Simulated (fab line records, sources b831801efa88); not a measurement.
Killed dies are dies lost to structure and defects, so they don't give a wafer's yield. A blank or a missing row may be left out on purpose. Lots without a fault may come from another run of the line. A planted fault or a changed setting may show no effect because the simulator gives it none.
Which tool did it? | flow gf180mcu | 12 lots, 36 wafers sampled, at 5 steps of a route of 602

WHAT THE GAUGES READ, wafer by wafer
GF_POLY_GATE_CD_MEAS_10: target cd 280 nm. Usual: cd_nm 280.0 nm, standard deviation 1.2.
lot  | measured     | on        | cd_nm (nm)        | flag
L856 | day 9 16:51  | cd_sem-01 | 278.2 277.8 279.8 |
L858 | day 10 15:41 | cd_sem-02 | 279.4 279.9 278.5 |
L860 | day 11 05:33 | cd_sem-02 | 280.6 280.1 280.9 |
L862 | day 11 13:07 | cd_sem-01 | 321.8 323.4 322.5 | OFF
L863 | day 11 23:38 | cd_sem-01 | 279.0 279.4 278.7 |
L864 | day 12 19:43 | cd_sem-02 | 278.0 280.9 279.5 |
L868 | day 13 06:30 | cd_sem-01 | 279.1 279.1 279.1 |
L872 | day 14 08:55 | cd_sem-01 | 281.1 280.4 281.6 |
L873 | day 14 12:28 | cd_sem-02 | 281.2 281.3 281.4 |
L874 | day 14 15:07 | cd_sem-01 | 280.5 281.8 279.6 |
L876 | day 15 12:02 | cd_sem-02 | 281.0 279.9 280.0 |
L877 | day 15 19:10 | cd_sem-02 | 279.8 281.4 281.6 |

GF_POLY_GATE_THK_MEAS_17. Usual: POLY_GATE_OXIDATION_THK 3.97 nm, standard deviation 0.082.
lot  | measured     | on            | POLY_GATE_OXIDATION_THK (nm) | flag
L856 | day 9 18:36  | film_metro-02 | 3.97 3.92 3.94               |
L858 | day 10 23:25 | film_metro-02 | 3.90 3.94 3.92               |
L860 | day 11 09:08 | film_metro-02 | 3.95 3.86 3.96               |
L862 | day 12 05:37 | film_metro-04 | 3.81 3.76 3.80               |
L863 | day 12 05:37 | film_metro-02 | 4.10 4.07 4.10               |
L864 | day 12 21:22 | film_metro-04 | 3.96 3.91 3.97               |
L868 | day 13 08:19 | film_metro-04 | 4.09 4.05 4.11               |
L872 | day 14 11:56 | film_metro-01 | 3.86 3.92 3.91               |
L873 | day 14 18:41 | film_metro-04 | 3.99 4.03 4.00               |
L874 | day 14 18:44 | film_metro-04 | 3.90 3.98 3.90               |
L876 | day 15 13:42 | film_metro-01 | 3.97 3.98 3.95               |
L877 | day 15 21:14 | film_metro-02 | 3.99 3.97 3.98               |

WHICH TOOL RAN EACH LOT (tool, then ch and the chambers of the sampled wafers, then the start)
lot  | GF_MVSD_STRIP_10                     | GF_POLY_GATE_EXPOSE_07            | GF_POLY_GATE_STRIP_14
L856 | plasma_asher-04 ch 0,1, day 4 20:56  | krf_scanner-01 ch 0, day 9 08:43  | plasma_asher-01 ch 0,1, day 9 17:07
L858 | plasma_asher-01 ch 0,1, day 5 11:35  | krf_scanner-01 ch 0, day 10 07:39 | plasma_asher-02 ch 0,1, day 10 15:57
L860 | plasma_asher-04 ch 0, day 5 20:56    | krf_scanner-01 ch 0, day 10 21:19 | plasma_asher-04 ch 0,1, day 11 05:49
L862 | plasma_asher-04 ch 0,1, day 6 08:00  | krf_scanner-02 ch 0, day 11 04:14 | plasma_asher-01 ch 0,1, day 11 13:21
L863 | plasma_asher-01 ch 0,1, day 6 12:54  | krf_scanner-02 ch 0, day 11 15:35 | plasma_asher-04 ch 0,1, day 11 23:54
L864 | plasma_asher-04 ch 0,1, day 6 22:12  | krf_scanner-02 ch 0, day 12 11:01 | plasma_asher-02 ch 0,1, day 12 19:58
L868 | plasma_asher-04 ch 1, day 7 17:49    | krf_scanner-01 ch 0, day 12 20:49 | plasma_asher-02 ch 0,1, day 13 06:46
L872 | plasma_asher-01 ch 0,1, day 8 17:49  | krf_scanner-02 ch 0, day 13 22:47 | plasma_asher-01 ch 0,1, day 14 09:10
L873 | plasma_asher-04 ch 0, day 9 01:45    | krf_scanner-02 ch 0, day 14 02:49 | plasma_asher-04 ch 0,1, day 14 12:43
L874 | plasma_asher-04 ch 0,1, day 9 05:59  | krf_scanner-02 ch 0, day 14 04:58 | plasma_asher-02 ch 0,1, day 14 15:22
L876 | plasma_asher-02 ch 0,1, day 9 17:50  | krf_scanner-02 ch 0, day 15 01:23 | plasma_asher-04 ch 0,1, day 15 12:18
L877 | plasma_asher-02 ch 0,1, day 10 00:02 | krf_scanner-02 ch 0, day 15 08:20 | plasma_asher-04 ch 0, day 15 19:25
- GF_MVSD_STRIP_10: strips in O2/N2.
- GF_POLY_GATE_EXPOSE_07: exposes mask Poly2, target cd 280 nm.
- GF_POLY_GATE_STRIP_14: strips in O2/N2.

WHAT THE TOOLS THEMSELVES READ (means of the sampled wafers that have a number; where no wafer has one, the mark that the record gives instead)
GF_MVSD_STRIP_10. Usual: drypump_motor_current_A 5.79 A, standard deviation 0.11; heater_power_w 342 W, standard deviation 30; oes_product_au 0.723 a.u., standard deviation 0.0047; strip_time_to_endpoint_s 37.03 s, standard deviation 0.12.
lot  | tool            | drypump_motor_current_A (A) | heater_power_w (W) | oes_product_au (a.u.) | strip_time_to_endpoint_s (s) | flag
L856 | plasma_asher-04 | 5.77                        | 351                | 0.723                 | 36.71                        |
L858 | plasma_asher-01 | 5.75                        | 349                | 0.722                 | 37.13                        |
L860 | plasma_asher-04 | 5.86                        | 362                | 0.723                 | 37.05                        |
L862 | plasma_asher-04 | 5.79                        | 350                | 0.719                 | 36.93                        |
L863 | plasma_asher-01 | 5.74                        | 349                | 0.726                 | 37.12                        |
L864 | plasma_asher-04 | 5.71                        | 341                | 0.719                 | 37.07                        |
L868 | plasma_asher-04 | 5.64                        | 332                | 0.724                 | 37.11                        |
L872 | plasma_asher-01 | 5.72                        | 347                | 0.723                 | 37.01                        |
L873 | plasma_asher-04 | 5.88                        | 360                | 0.721                 | 37.00                        |
L874 | plasma_asher-04 | 5.78                        | 350                | 0.717                 | 37.13                        |
L876 | plasma_asher-02 | 5.95                        | 352                | 0.722                 | 37.02                        |
L877 | plasma_asher-02 | 5.95                        | 353                | 0.726                 | 37.09                        |

GF_POLY_GATE_EXPOSE_07. Usual: focus_offset_nm 0.0 nm, standard deviation 0.5.
lot  | tool           | focus_offset_nm (nm) | flag
L856 | krf_scanner-01 | -0.6                 |
L858 | krf_scanner-01 | -0.0                 |
L860 | krf_scanner-01 | -0.0                 |
L862 | krf_scanner-02 | 0.2                  |
L863 | krf_scanner-02 | 0.3                  |
L864 | krf_scanner-02 | -0.6                 |
L868 | krf_scanner-01 | -0.3                 |
L872 | krf_scanner-02 | -0.4                 |
L873 | krf_scanner-02 | 0.4                  |
L874 | krf_scanner-02 | -0.0                 |
L876 | krf_scanner-02 | -0.1                 |
L877 | krf_scanner-02 | 0.3                  |

GF_POLY_GATE_STRIP_14. Usual: drypump_motor_current_A 5.81 A, standard deviation 0.11; heater_power_w 341 W, standard deviation 36; oes_product_au 0.504 a.u., standard deviation 0.0047.
lot  | tool            | drypump_motor_current_A (A) | heater_power_w (W) | oes_product_au (a.u.) | flag
L856 | plasma_asher-01 | 5.75                        | 343                | 0.504                 |
L858 | plasma_asher-02 | 5.91                        | 317                | 0.502                 |
L860 | plasma_asher-04 | 5.72                        | 337                | 0.501                 |
L862 | plasma_asher-01 | 5.74                        | 342                | 0.510                 |
L863 | plasma_asher-04 | 5.72                        | 339                | 0.502                 |
L864 | plasma_asher-02 | 5.93                        | 355                | 0.508                 |
L868 | plasma_asher-02 | 5.90                        | 322                | 0.502                 |
L872 | plasma_asher-01 | 5.77                        | 352                | 0.507                 |
L873 | plasma_asher-04 | 5.77                        | 350                | 0.505                 |
L874 | plasma_asher-02 | 5.91                        | 316                | 0.506                 |
L876 | plasma_asher-04 | 5.71                        | 339                | 0.505                 |
L877 | plasma_asher-04 | 5.84                        | 357                | 0.508                 |

THE ANSWER, worked out from the rows above alone
Rule: a lot is off if the mean of its wafers that have a number lies more than 3 standard deviations from the usual mean. A lot without any number at a reading at which 4 lots or more have one is off too. The other lots that the step has rows for count as sound. The gauges are gone through in route order, then the tools' own readings, and for those a lot's mean is taken as printed above. The first step at which some lot is off is used, and at that step the reading that is off furthest; a lot without a number counts as furthest.
Off: L862, at GF_POLY_GATE_CD_MEAS_10 (cd_nm).
A tool fits if, at a process step before that reading, it ran every lot that is off, and no sound lot after the first of them. The gauges at GF_POLY_GATE_CD_MEAS_10 are tried like those tools. None of those tried fits.

WHAT THE SIMULATOR HAD PUT IN
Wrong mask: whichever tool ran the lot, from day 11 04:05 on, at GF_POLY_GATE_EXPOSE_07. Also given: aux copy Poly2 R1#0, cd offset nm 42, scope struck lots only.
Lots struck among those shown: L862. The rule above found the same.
